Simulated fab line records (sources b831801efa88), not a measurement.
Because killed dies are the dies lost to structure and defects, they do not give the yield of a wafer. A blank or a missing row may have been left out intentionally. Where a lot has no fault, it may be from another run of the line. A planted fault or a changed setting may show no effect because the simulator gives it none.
A struck lot beside a sound one :: flow sfqLine :: 14 steps out of a route of 325
Sound: these wafers, L932.2, L932.4, L932.6. Struck: wafer L945.6 (left out: L945.4, L945.5 of the same lot, which were not struck); the cause appears at the end.
Order at every step that has rows: each side's tool, ch and its chambers, its first start. Under that, the readings that differ: sound wafers :: struck wafers :: difference of the means :: sigmas: that difference in standard deviations of wafers without a fault.
alike: words and numbers the same on both sides, and readings whose means are apart by under 2 such deviations; not compared: readings that were withheld, readings missing a value for some wafer, numbers with overlapping values and no deviation given by the record, and bounds like >300 which may hide the same value.
The two part at a step that has a row with sigmas, a row that says differs or no value, or rows on one side only. Numbers that don't overlap but have no deviation are shown without sigmas and don't part them. A reading that every wafer of one side lacks parts them only if that side has two wafers or more.

SFQ_TRILAYER_I7_DEP_PECVD_183: deposits SiO2 from SiH4/N2O, time 111.11 s, target thk 500 nm.
  sound on pecvd-03 ch 0,1,2, day 78 14:12; struck on pecvd-04 ch 2, day 82 07:29
  alike: heaterPowerOuterW, heaterPowerW, rfFwdPowerW, throttleValvePct
SFQ_TRILAYER_I7_CMP_CMP_184: polishes SiO2.
  sound on cmp-02 ch 0,2,3, day 78 21:08; struck on cmp-02 ch 2, day 82 11:38
reading: timeToEndpointS (s)
sound: 205 212 213
struck: 229
difference: +19
sigmas: +3
  alike: motorCurrentA
SFQ_I7_BOW_MEAS_946:
  sound on filmMetro-03, day 79 00:10; struck on filmMetro-02, day 82 12:41
  alike: I7_BOW
SFQ_TRILAYER_I7_METRO_MEASURE_185:
  sound on filmMetro-03, day 79 00:28; struck on filmMetro-02, day 82 13:21
  alike: thkNm
then, 6 steps without rows for these wafers: SFQ_TRILAYER_I7_VIA_LITHO_COAT_192 (resist thk 62 nm); SFQ_TRILAYER_I7_VIA_LITHO_COAT_187 (resist thk 650 nm); SFQ_TRILAYER_I7_VIA_LITHO_SOFTBAKE_191; SFQ_TRILAYER_I7_VIA_LITHO_EXPOSE_188 (exposes mask I7, target cd 1000 nm); SFQ_TRILAYER_I7_VIA_LITHO_PEB_190 (peb time 60 s); SFQ_TRILAYER_I7_VIA_LITHO_DEVELOP_189 (time 60 s).
SFQ_I7_OVL_MEAS_947:
  sound on overlay-01, day 79 21:26; struck on overlay-02, day 82 16:49
  alike: I7_OVL
SFQ_TRILAYER_I7_VIA_BARC_OPEN_VIA_ETCH_260: etches BARC in O2, target depth 125 nm, time 41.7 s.
  sound on rieDiel-04 ch 0,2, day 79 21:28; struck on rieDiel-04 ch 2, day 82 16:50
  alike: biasW, drypumpMotorCurrentA, oesProductAu, rfFwdPowerW
  not compared: rfHoursCounterH
SFQ_TRILAYER_I7_VIA_ETCH_VIA_ETCH_190: etches SiO2 in CHF3, stops on Nb, target depth 260 nm.
  sound on rieDiel-04 ch 0,2, day 79 21:30; struck on rieDiel-04 ch 2, day 82 16:52
reading: biasW (W)
sound: 80.29 79.75 79.94
struck: 94.96
difference: +14.97
sigmas: +71

reading: oesProductAu (a.u.)
sound: 0.849 0.855 0.852
struck: 0.862
difference: +0.010
sigmas: +2

reading: model.Nb_of_TRILAYER_M7_DEP_SPUTTER_175.thkNm (nm)
sound: 200.5 199 200.5
struck: 201.6
difference: +1.6
sigmas: 
  alike: drypumpMotorCurrentA, rfFwdPowerW
SFQ_TRILAYER_I7_VIA_STRIP_STRIP_191: strips in O2.
  sound on rieMetal-04 ch 0,1, day 79 21:41; struck on rieMetal-04 ch 1, day 82 17:15
  alike: drypumpMotorCurrentA, oesProductAu
  not compared: rfHoursCounterH

== WHERE THEY PART ==
Earliest at SFQ_TRILAYER_I7_CMP_CMP_184; latest, in this record, at SFQ_TRILAYER_I7_VIA_ETCH_VIA_ETCH_190. Later steps at which nothing parts them and some readings are alike: SFQ_TRILAYER_I7_VIA_STRIP_STRIP_191.

WHY: the cause the simulator had injected
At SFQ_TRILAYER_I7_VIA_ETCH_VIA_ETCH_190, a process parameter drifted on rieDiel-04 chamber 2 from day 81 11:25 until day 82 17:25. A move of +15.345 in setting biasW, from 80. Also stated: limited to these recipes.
